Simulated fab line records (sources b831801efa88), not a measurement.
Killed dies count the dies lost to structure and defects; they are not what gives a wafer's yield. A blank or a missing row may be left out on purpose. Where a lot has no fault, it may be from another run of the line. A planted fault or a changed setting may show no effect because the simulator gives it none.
One fault through the eyes of 2 desks :: flow sky130 :: every desk sees just its own numbers, and what lay behind them comes last

AT THE TOOL OWNER'S DESK: implanter-01
For each lot that ran on this tool, the mean over its sampled wafers that have a number, from the tool's own readings at SKY_LDD_HVN_IMPLANT_08. Marked OUT: a lot whose mean sits more than 4 standard deviations from the usual mean, which makes it out of limits; the brackets give that distance.
Columns: A = beam-energy-keV at SKY_LDD_HVN_IMPLANT_08, usual 60.328; B = beam-on-s at SKY_LDD_HVN_IMPLANT_08, usual 9.98 s; C = faraday-current-uA at SKY_LDD_HVN_IMPLANT_08, usual 170
lot: L969
first seen here: day 21 11:50
A: 60.334
B: 9.86
C: 171

lot: L970
first seen here: day 21 12:44
A: 60.333
B: 10.00
C: 170

lot: L972
first seen here: day 23 16:01
A: 60.334
B: 9.97
C: 170

lot: L979
first seen here: day 24 10:16
A: 60.336
B: 10.08
C: 169

lot: L984
first seen here: day 26 08:51
A: 60.330
B: 10.91 (+4.4) OUT
C: 155 (-4.3) OUT
Finding of this desk: L984 out of limits; the first was L984 at day 26 08:51, on beam-on-s at SKY_LDD_HVN_IMPLANT_08. L969, L970, L972, L979 stayed within limits.

AT THE METROLOGY DESK
What the gauges read for every lot (on any tool): the sampled wafers with a number, averaged. Marked OUT: a lot whose mean sits more than 4 standard deviations from the usual mean, which makes it out of limits; the brackets give that distance.
Columns: A = LDD_HVN_TW at SKY_LDD_HVN_TW_MEAS_10, usual 1440; B = VIA1_OVL at SKY_VIA1_OVL_MEAS_13, usual 0 nm
lot: L969
first seen here: day 21 12:05
A: 1432
B: 5

lot: L970
first seen here: day 21 12:56
A: 1433
B: -7

lot: L972
first seen here: day 23 16:15
A: 1439
B: -2

lot: L974
first seen here: day 23 16:32
A: 1450
B: 5

lot: L973
first seen here: day 23 17:31
A: 1430
B: -6

lot: L979
first seen here: day 24 10:31
A: 1425
B: 5

lot: L980
first seen here: day 24 13:46
A: 1426
B: 1

lot: L984
first seen here: day 26 09:02
A: 1484
B: 2

lot: L987
first seen here: day 27 11:00
A: 1446
B: -1

lot: L988
first seen here: day 27 14:02
A: 1441
B: -5

lot: L989
first seen here: day 28 02:22
A: 1451
B: -7

lot: L991
first seen here: day 28 14:10
A: 1454
B: 3
This desk's verdict: no lot among the 12 shows anything out of limits.

BROUGHT TOGETHER
The tool owner's desk had the chance to raise an alarm at day 26 08:51 on L984.
From the metrology desk's view, nothing was out of limits.
The metrology desk holds a record of L984, inside its limits.
Every lot named ran SKY_LDD_HVN_IMPLANT_08 on implanter-01.

WHAT THE SIMULATOR PUT IN
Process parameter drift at SKY_LDD_HVN_IMPLANT_08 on implanter-01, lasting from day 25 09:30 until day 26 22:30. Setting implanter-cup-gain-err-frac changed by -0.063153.
Shown lots that were struck: L984.
Each desk's first reading out of limits, in hours after the fault started: the tool owner's desk, 23.
